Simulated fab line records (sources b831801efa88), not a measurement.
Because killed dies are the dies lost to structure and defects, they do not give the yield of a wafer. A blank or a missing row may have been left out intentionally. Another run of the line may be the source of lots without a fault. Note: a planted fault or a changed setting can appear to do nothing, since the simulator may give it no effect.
Matching of chambers || flow sky130 || 4 sister chambers for SKY_CONTACT_ETCH_16 on rie_diel-01
The step etches BARC in N2/H2, stops on SiO2, time 45.9 s, target depth 60 nm. 4 wafers are shown with their chamber, then 12 later ones without.

## WAFERS PAIRED WITH THEIR CHAMBERS
{"wafer": "L086.1", "chamber": 2, "oes_product_au (a.u.)": 0.850}
{"wafer": "L086.4", "chamber": 3, "oes_product_au (a.u.)": 0.855}
{"wafer": "L086.5", "chamber": 1, "oes_product_au (a.u.)": 0.849}
{"wafer": "L086.6", "chamber": 0, "oes_product_au (a.u.)": 0.859}

## WAFERS WITHOUT THEIR CHAMBER
{"wafer": "L090.2", "oes_product_au (a.u.)": 0.857}
{"wafer": "L090.3", "oes_product_au (a.u.)": 0.853}
{"wafer": "L090.5", "oes_product_au (a.u.)": 0.857}
{"wafer": "L093.3", "oes_product_au (a.u.)": 0.861}
{"wafer": "L093.4", "oes_product_au (a.u.)": 0.862}
{"wafer": "L093.5", "oes_product_au (a.u.)": 0.848}
{"wafer": "L095.1", "oes_product_au (a.u.)": 0.845}
{"wafer": "L095.2", "oes_product_au (a.u.)": 0.856}
{"wafer": "L095.3", "oes_product_au (a.u.)": 0.858}
{"wafer": "L095.4", "oes_product_au (a.u.)": 0.862}
{"wafer": "L095.5", "oes_product_au (a.u.)": 0.860}
{"wafer": "L095.6", "oes_product_au (a.u.)": 0.855}

## CHAMBER TAKEN BY EACH
{"wafer": "L090.2", "from the rows above": "can't be placed: 0 or 3", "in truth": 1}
{"wafer": "L090.3", "from the rows above": "can't be placed: 3 or 2 or 1 or 0", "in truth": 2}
{"wafer": "L090.5", "from the rows above": "can't be placed: 0 or 3", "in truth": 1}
{"wafer": "L093.3", "from the rows above": "can't be placed: 0 or 3", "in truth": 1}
{"wafer": "L093.4", "from the rows above": "can't be placed: 0 or 3", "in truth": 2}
{"wafer": "L093.5", "from the rows above": "can't be placed: 1 or 2", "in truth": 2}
{"wafer": "L095.1", "from the rows above": "can't be placed: 1 or 2", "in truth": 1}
{"wafer": "L095.2", "from the rows above": "can't be placed: 3 or 0", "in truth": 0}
{"wafer": "L095.3", "from the rows above": "can't be placed: 0 or 3", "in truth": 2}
{"wafer": "L095.4", "from the rows above": "can't be placed: 0 or 3", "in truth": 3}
{"wafer": "L095.5", "from the rows above": "can't be placed: 0 or 3", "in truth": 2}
{"wafer": "L095.6", "from the rows above": "can't be placed: 3 or 0", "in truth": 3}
0 of 12 placed correctly. Unplaceable from these rows: 12, with the true chamber sitting among the candidates in 6. Placed wrongly: 0.
How it was worked out, from the rows above alone: a wafer's distance from a chamber is the root of the sum, over the readings, of the square of ((its reading less the chamber's mean) divided by the reading's scatter). If the next closest chamber is less than 2 further off than the closest, the wafer can't be placed; otherwise it belongs to the closest. The mean given for a chamber averages the wafers shown for that chamber. The scatter: with one shown wafer a chamber, the root of the mean of the squares of how far each hidden wafer lies from its nearest shown one.
